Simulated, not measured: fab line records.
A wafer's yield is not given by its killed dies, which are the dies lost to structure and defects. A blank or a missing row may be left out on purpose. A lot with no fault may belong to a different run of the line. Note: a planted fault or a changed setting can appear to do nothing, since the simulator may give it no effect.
A struck lot beside a sound one ; flow sky130 ; 17 steps out of a route of 708
Sound: the wafers L420.1, L420.3, L420.6. Wafers L412.2, L412.3, L412.4 were the ones struck. Last of all comes the cause.
Each step with rows lists, per side, the tool, then ch with its chambers, then its first start. Under that, the readings that differ: sound wafers ; struck wafers ; difference of the means ; sigmas: that difference in standard deviations of wafers without a fault.
alike: words and numbers the same on both sides, and readings whose means are apart by under 2 such deviations; not compared: readings that were withheld, readings missing a value for some wafer, numbers with overlapping values and no deviation given by the record, and bounds like >300 which may hide the same value.
Wherever a step has rows on one side only, a row that says differs or no value, or a row with sigmas, the two part there. When numbers do not overlap yet have no deviation, they are printed without sigmas and do not part them. A reading missing from all wafers of one side parts the sides only when that side holds two or more wafers.

SKY_FIELD_ISO_THK_MEAS_02:
  struck on film_metro-03, day 2 22:38; sound on film_metro-04, day 4 16:37
  alike: FIELD_ISO_OXIDATION_00_THK
then, 1 step without rows for these wafers: SKY_FIELD_ISO_CVD_03 (deposits Si3N4 from DCS/NH3, target thk 165 nm, time 2830 s).
SKY_FIELD_ISO_THK_MEAS_04:
  struck on film_metro-03, day 3 00:29; sound on film_metro-03, day 4 18:28
  alike: FIELD_ISO_CVD_03_THK
then, 8 steps without rows for these wafers: SKY_FIELD_ISO_DEHYDRATE_05 (time 60 s); SKY_FIELD_ISO_HMDS_06 (prime time 60 s); SKY_FIELD_ISO_COAT_07 (resist thk 60 nm); SKY_FIELD_ISO_COAT_08 (resist thk 450 nm); SKY_FIELD_ISO_SOFTBAKE_09 (time 90 s); SKY_FIELD_ISO_EXPOSE_10 (exposes mask FOM, target cd 150 nm); SKY_FIELD_ISO_PEB_11; SKY_FIELD_ISO_DEVELOP_12 (develop time 60 s).
SKY_FIELD_ISO_CD_MEAS_13 targets a cd of 150 nm.
  struck on cd_sem-02, day 3 16:16; sound on cd_sem-02, day 5 11:49
  alike: cd_nm
SKY_FIELD_ISO_ETCH_14: etches BARC in N2/H2, stops on SiO2, time 45.9 s, target depth 60 nm.
  sound on rie_diel-04 ch 0,2,3, day 5 11:56; struck on rie_diel-03 ch 0,1, day 3 16:22
  no value came back on the struck wafers for any of 5 readings (bias_w (W), chamber_pressure_mTorr (mTorr) and others); on the sound wafers bias_w (W) reads 99.92 99.55 100.37
reading;sound;struck;difference;sigmas
model.KrF-thick_of_FIELD_ISO_COAT_08.thk_nm (nm);394.3 394 396;437.4 438 436.2;+42.4;
  not compared: rf_hours_counter_h
SKY_FIELD_ISO_ETCH_15: etches the open film in CHF3/O2, stops on Si, target depth 180 nm, time 72 s.
  sound on rie_diel-04 ch 0,2,3, day 5 11:58; struck on rie_diel-03 ch 0,1, day 3 16:24
reading;sound;struck;difference;sigmas
oes_product_au (a.u.);0.953 0.949 0.946;0.378 0.375 0.375;-0.573;-94
throttle_valve_pct (%);8.854 8.853 8.856;8.670 8.683 8.687;-0.174;-18
model.KrF-thick_of_FIELD_ISO_COAT_08.thk_nm (nm);237.2 234 242.5;282.6 280 279.4;+42.8;
  alike: O2_flow_sccm, bias_w, drypump_motor_current_A
  not compared: rf_hours_counter_h
SKY_FIELD_ISO_STRIP_16: strips in O2/N2.
  sound on plasma_asher-04 ch 0,1, day 5 12:02; struck on plasma_asher-03 ch 0,1, day 3 16:28
reading;sound;struck;difference;sigmas
oes_product_au (a.u.);0.389 0.382 0.381;0.394 0.394 0.397;+0.011;+2
strip_time_to_endpoint_s (s);3.54 3.53 3.62;4.04 4.01 4.01;+0.46;+12
  alike: drypump_motor_current_A
  not compared: rf_hours_counter_h
SKY_FIELD_ISO_ETCH_17: etches Si in HBr/Cl2/O2, target depth 342 nm, time 97.7 s.
  sound on rie_si-02 ch 1,2, day 5 12:08; struck on rie_si-01 ch 0,2,3, day 3 16:34
  alike: HBr_flow_sccm, O2_flow_sccm, drypump_motor_current_A, oes_product_au, throttle_valve_pct
  not compared: rf_hours_counter_h
-- here the record skips 44 days between the struck wafers' starts before and after, leaving off in module FIELD_ISO and picking up in module PAD_OPEN (first step shown: number 708 of the route) --
SKY_PAD_OPEN_PROBE_99:
  only the struck wafers here have rows in the record (prober-02, day 47 13:26); the sound ones have none

## WHERE THEY PART
Earliest at SKY_FIELD_ISO_ETCH_14; latest, in this record, at SKY_PAD_OPEN_PROBE_99.

WHY: the cause the simulator had injected
At SKY_FIELD_ISO_ETCH_14, the step was skipped entirely on rie_diel-03 from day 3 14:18 on. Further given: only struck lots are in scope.
